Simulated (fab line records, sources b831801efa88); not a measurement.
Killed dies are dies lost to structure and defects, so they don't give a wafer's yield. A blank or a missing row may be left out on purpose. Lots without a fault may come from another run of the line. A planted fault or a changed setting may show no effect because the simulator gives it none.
A struck lot beside a sound one | flow sky130 | 35 steps out of a route of 708
Sound: wafers L943.1, L943.4, L943.6. Struck: wafers L955.3, L955.4, L955.6. The cause comes at the end.
At each step with rows: each side's tool, then ch and its chambers, then its first start. Under that, the readings that differ: sound wafers | struck wafers | difference of the means | sigmas: that difference in standard deviations of wafers without a fault.
alike: readings whose means differ by less than 2 such deviations, and words and numbers that are the same on both sides. not compared: withheld readings, readings that some wafer has no value for, bounds like >300 that may hide the same value, and numbers for which the record gives no deviation and whose values overlap.
The two part at a step that has a row with sigmas, a row that says differs or no value, or rows on one side only. Numbers that don't overlap but have no deviation are shown without sigmas and don't part them. A reading that every wafer of one side lacks parts them only if that side has two wafers or more.

first, 10 steps without rows for these wafers: SKY_METAL3_PEB_11; SKY_METAL3_DEVELOP_12 (develop time 60 s); SKY_METAL3_DESCUM_15 (chemistry O2, time 8 s); SKY_METAL3_ETCH_16 (etches BARC in N2/H2, stops on SiO2, time 88.2 s, target depth 60 nm); SKY_METAL3_ETCH_17 (etches SiO2 in C4F8/O2/Ar, stops on TiN, time 3.9 s, target depth 15 nm); SKY_METAL3_METAL_ETCH_18 (etches the open film in Cl2/BCl3, stops on SiO2, target depth 845 nm, time 183.1 s); SKY_METAL3_STRIP_19 (strips in O2/N2); SKY_METAL3_STRIP_20 (strips in post etch residue remover, time 1200 s); SKY_METAL3_CLEAN_21 (cleans in IPA, time 180 s); SKY_METAL3_CLEAN_22 (cleans in O3/DIW).
SKY_VIA3_HDPCVD_00: deposits SiO2, target thk 1635 nm, time 272.5 s.
  sound on hdpcvd-02 ch 0,1,2, day 40 18:22; struck on hdpcvd-02 ch 1,2, day 44 10:25
then, 23 steps without rows for these wafers: SKY_VIA3_CMP_02 (polishes SiO2); SKY_VIA3_DEHYDRATE_04 (time 60 s); SKY_VIA3_HMDS_05 (prime time 60 s); SKY_VIA3_COAT_06 (resist thk 60 nm); SKY_VIA3_COAT_07 (resist thk 450 nm); SKY_VIA3_SOFTBAKE_08 (time 90 s); SKY_VIA3_EXPOSE_09 (exposes mask VIM3, target cd 200 nm); SKY_VIA3_PEB_10; SKY_VIA3_DEVELOP_11 (develop time 60 s); SKY_VIA3_ETCH_14 (etches BARC in N2/H2, stops on SiO2, time 45.9 s, target depth 60 nm); SKY_VIA3_ETCH_15 (etches SiO2 in C4F8/O2/Ar, stops on TiN, target depth 507 nm, time 78 s); SKY_VIA3_STRIP_16 (strips in O2/N2); SKY_VIA3_STRIP_17 (strips in post etch residue remover, time 1200 s); SKY_VIA3_CLEAN_18 (cleans in IPA, time 180 s); SKY_VIA3_CLEAN_19 (cleans in O3/DIW); SKY_VIA3_SPUTTER_20 (material TiN, target thk 20 nm, time 80 s); SKY_VIA3_CVD_21 (deposits W, target thk 390 nm, time 117.31 s); SKY_VIA3_CMP_24 (polishes, stops on SiO2, t overpolish 20 s, target thk 0 nm); SKY_METAL4_SPUTTER_00 (material Ti, target thk 15 nm, time 10 s); SKY_METAL4_SPUTTER_01 (material TiN, target thk 20 nm, time 16.7 s); SKY_METAL4_SPUTTER_02 (material AlCu, target thk 735 nm, time 39.1 s); SKY_METAL4_SPUTTER_03 (material Ti, target thk 5 nm, time 3.3 s); SKY_METAL4_SPUTTER_04 (material TiN, target thk 70 nm, time 58.3 s).
-- the record jumps here: 6 days lie between the struck wafers' starts before and after (it left off in module METAL4 and takes up again in module PAD_OPEN, whose first step shown is number 708 of the route) --
SKY_PAD_OPEN_PROBE_99:
  sound on prober-01, day 47 15:06; struck on prober-01, day 50 08:01
  reading                               | sound             | struck            | difference | sigmas
  defect_limited_yield (%)              | 82.3 85.0 80.3    | 70.1 69.3 72.0    | -12.1      | -6
  killed_at_M0_to_M3                    | 50 30 49          | 103 113 102       | +63        | +8
  killed_dies                           | 87 74 97          | 147 151 138       | +59        | +6
  sort_bin_3_pad_short (%)              | 1.2 1.0 2.0       | 3.3 3.5 4.7       | +2.4       | +6
  sort_bin_5_function (%)               | 11.2 8.7 9.8      | 19.7 19.3 15.9    | +8.4       | +5
  sort_n_pass                           | 405 418 395       | 345 341 354       | -59        | -6
  sort_yield_pct (%)                    | 82.3 85.0 80.3    | 70.1 69.3 72.0    | -12.1      | -6
  model.etest.tester.sort_n_pass        | 405 418 395       | 345 341 354       | -59        |
  model.etest.tester.sort_yield_pct (%) | 82.32 84.96 80.28 | 70.12 69.31 71.95 | -12.06     |
  model.etest.tester.sort_bin_5_pct (%) | 11.18 8.74 9.756  | 19.72 19.31 15.85 | +8.40      |
  model.etest.tester.sort_bin_3_pct (%) | 1.22 1.016 2.033  | 3.252 3.455 4.675 | +2.371     |
  alike: killed_at_M4_up, killed_at_contacts, killed_at_front_end, killed_at_other, killed_open, killed_short, sort_bin_6_memory

WHERE THEY PART
Only at SKY_PAD_OPEN_PROBE_99, within this record.

WHY: what the simulator had put in
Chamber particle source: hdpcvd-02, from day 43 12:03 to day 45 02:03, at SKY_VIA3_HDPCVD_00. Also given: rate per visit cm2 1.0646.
